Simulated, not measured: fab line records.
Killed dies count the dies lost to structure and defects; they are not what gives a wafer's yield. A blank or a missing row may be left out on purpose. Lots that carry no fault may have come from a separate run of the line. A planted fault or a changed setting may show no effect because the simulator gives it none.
Chamber matching / flow sky130 / cmp-01 running SKY_VIA2_CMP_24: 4 sister chambers
The step polishes, stops on SiO2, t overpolish 20 s, target thk 0 nm. 30 wafers are shown with their chamber, then 12 later ones without.

## WAFERS WITH THEIR CHAMBER
wafer=L238.1; chamber=0; timeToEndpointS (s)=99; motorCurrentA (A)=11.8; overpolishRunS (s)=19.989
wafer=L238.3; chamber=1; timeToEndpointS (s)=91; motorCurrentA (A)=12.5; overpolishRunS (s)=19.998
wafer=L238.5; chamber=1; timeToEndpointS (s)=88; motorCurrentA (A)=12.9; overpolishRunS (s)=19.988
wafer=L239.1; chamber=0; timeToEndpointS (s)=96; motorCurrentA (A)=10.9; overpolishRunS (s)=19.982
wafer=L239.5; chamber=2; timeToEndpointS (s)=101; motorCurrentA (A)=11.9; overpolishRunS (s)=19.997
wafer=L239.6; chamber=3; timeToEndpointS (s)=98; motorCurrentA (A)=12.7; overpolishRunS (s)=19.996
wafer=L240.1; chamber=2; timeToEndpointS (s)=102; motorCurrentA (A)=12.1; overpolishRunS (s)=19.995
wafer=L240.2; chamber=1; timeToEndpointS (s)=94; motorCurrentA (A)=11.9; overpolishRunS (s)=20.000
wafer=L240.6; chamber=2; timeToEndpointS (s)=105; motorCurrentA (A)=11.7; overpolishRunS (s)=20.000
wafer=L242.3; chamber=2; timeToEndpointS (s)=103; motorCurrentA (A)=11.9; overpolishRunS (s)=19.993
wafer=L242.4; chamber=1; timeToEndpointS (s)=86; motorCurrentA (A)=12.0; overpolishRunS (s)=19.997
wafer=L242.5; chamber=1; timeToEndpointS (s)=86; motorCurrentA (A)=13.1; overpolishRunS (s)=19.994
wafer=L244.2; chamber=3; timeToEndpointS (s)=98; motorCurrentA (A)=11.9; overpolishRunS (s)=19.985
wafer=L244.3; chamber=1; timeToEndpointS (s)=92; motorCurrentA (A)=12.1; overpolishRunS (s)=20.001
wafer=L244.6; chamber=1; timeToEndpointS (s)=92; motorCurrentA (A)=11.7; overpolishRunS (s)=19.999
wafer=L247.1; chamber=1; timeToEndpointS (s)=90; motorCurrentA (A)=11.9; overpolishRunS (s)=20.000
wafer=L247.3; chamber=2; timeToEndpointS (s)=101; motorCurrentA (A)=11.8; overpolishRunS (s)=20.019
wafer=L247.4; chamber=0; timeToEndpointS (s)=95; motorCurrentA (A)=10.7; overpolishRunS (s)=20.001
wafer=L252.1; chamber=3; timeToEndpointS (s)=97; motorCurrentA (A)=11.7; overpolishRunS (s)=19.995
wafer=L252.3; chamber=1; timeToEndpointS (s)=91; motorCurrentA (A)=12.8; overpolishRunS (s)=20.003
wafer=L252.5; chamber=3; timeToEndpointS (s)=92; motorCurrentA (A)=12.0; overpolishRunS (s)=19.992
wafer=L253.2; chamber=3; timeToEndpointS (s)=98; motorCurrentA (A)=11.5; overpolishRunS (s)=19.992
wafer=L253.3; chamber=2; timeToEndpointS (s)=103; motorCurrentA (A)=11.9; overpolishRunS (s)=20.004
wafer=L253.4; chamber=0; timeToEndpointS (s)=96; motorCurrentA (A)=11.5; overpolishRunS (s)=19.995
wafer=L254.1; chamber=1; timeToEndpointS (s)=96; motorCurrentA (A)=11.8; overpolishRunS (s)=20.015
wafer=L254.5; chamber=3; timeToEndpointS (s)=97; motorCurrentA (A)=11.6; overpolishRunS (s)=19.996
wafer=L254.6; chamber=0; timeToEndpointS (s)=100; motorCurrentA (A)=11.6; overpolishRunS (s)=20.002
wafer=L255.2; chamber=1; timeToEndpointS (s)=91; motorCurrentA (A)=12.5; overpolishRunS (s)=19.997
wafer=L255.3; chamber=0; timeToEndpointS (s)=95; motorCurrentA (A)=11.4; overpolishRunS (s)=20.000
wafer=L255.5; chamber=1; timeToEndpointS (s)=93; motorCurrentA (A)=11.7; overpolishRunS (s)=19.990

SIGNATURES (means of the wafers above)
reading=timeToEndpointS; chamber 0=96.83; chamber 1=90.83; chamber 2=102.50; chamber 3=96.67; scatter within a chamber=2.49
reading=motorCurrentA; chamber 0=11.317; chamber 1=12.242; chamber 2=11.883; chamber 3=11.900; scatter within a chamber=0.423
reading=overpolishRunS; chamber 0=19.99483; chamber 1=19.99850; chamber 2=20.00133; chamber 3=19.99267; scatter within a chamber=0.00724
Rule: distance of a wafer from a chamber = root of the sum over the readings of ((wafer's reading minus chamber's mean) / reading's scatter) squared. The wafer belongs to the nearest chamber; if the next one is less than 2 further off, it can't be placed. The scatter: the root of (the sum of the squares of (reading less its chamber's mean) over the shown wafers, divided by (wafers less chambers)).

## WAFERS WHOSE CHAMBER IS MISSING
wafer=L256.4; timeToEndpointS (s)=98; motorCurrentA (A)=11.5; overpolishRunS (s)=20.006
wafer=L256.5; timeToEndpointS (s)=102; motorCurrentA (A)=11.6; overpolishRunS (s)=20.016
wafer=L256.6; timeToEndpointS (s)=90; motorCurrentA (A)=11.3; overpolishRunS (s)=19.993
wafer=L258.2; timeToEndpointS (s)=97; motorCurrentA (A)=11.7; overpolishRunS (s)=19.986
wafer=L258.4; timeToEndpointS (s)=98; motorCurrentA (A)=11.6; overpolishRunS (s)=19.990
wafer=L258.5; timeToEndpointS (s)=99; motorCurrentA (A)=11.9; overpolishRunS (s)=19.984
wafer=L259.1; timeToEndpointS (s)=96; motorCurrentA (A)=11.5; overpolishRunS (s)=20.009
wafer=L259.2; timeToEndpointS (s)=104; motorCurrentA (A)=10.8; overpolishRunS (s)=19.999
wafer=L259.3; timeToEndpointS (s)=102; motorCurrentA (A)=11.5; overpolishRunS (s)=20.001
wafer=L260.1; timeToEndpointS (s)=96; motorCurrentA (A)=12.5; overpolishRunS (s)=20.004
wafer=L260.4; timeToEndpointS (s)=101; motorCurrentA (A)=12.3; overpolishRunS (s)=19.993
wafer=L260.6; timeToEndpointS (s)=103; motorCurrentA (A)=11.4; overpolishRunS (s)=20.011

## EACH ONE'S CHAMBER
wafer=L256.4; from the rows above=can't be placed: 0 or 2 or 3 or 1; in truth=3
wafer=L256.5; from the rows above=can't be placed: 2 or 0 or 3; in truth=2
wafer=L256.6; from the rows above=can't be placed: 1 or 0 or 3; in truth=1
wafer=L258.2; from the rows above=can't be placed: 3 or 0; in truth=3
wafer=L258.4; from the rows above=can't be placed: 3 or 0 or 2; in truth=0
wafer=L258.5; from the rows above=can't be placed: 3 or 0 or 2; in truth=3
wafer=L259.1; from the rows above=can't be placed: 0 or 3 or 2 or 1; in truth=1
wafer=L259.2; from the rows above=can't be placed: 2 or 0 or 3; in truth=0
wafer=L259.3; from the rows above=can't be placed: 2 or 0 or 3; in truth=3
wafer=L260.1; from the rows above=can't be placed: 3 or 1 or 2 or 0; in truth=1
wafer=L260.4; from the rows above=can't be placed: 2 or 3 or 0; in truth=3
wafer=L260.6; from the rows above=can't be placed: 2 or 0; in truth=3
Correctly placed: 0 of 12. Cannot be placed on the basis of these rows: 12; the candidates contain the true chamber in 11. 0 placed wrongly.
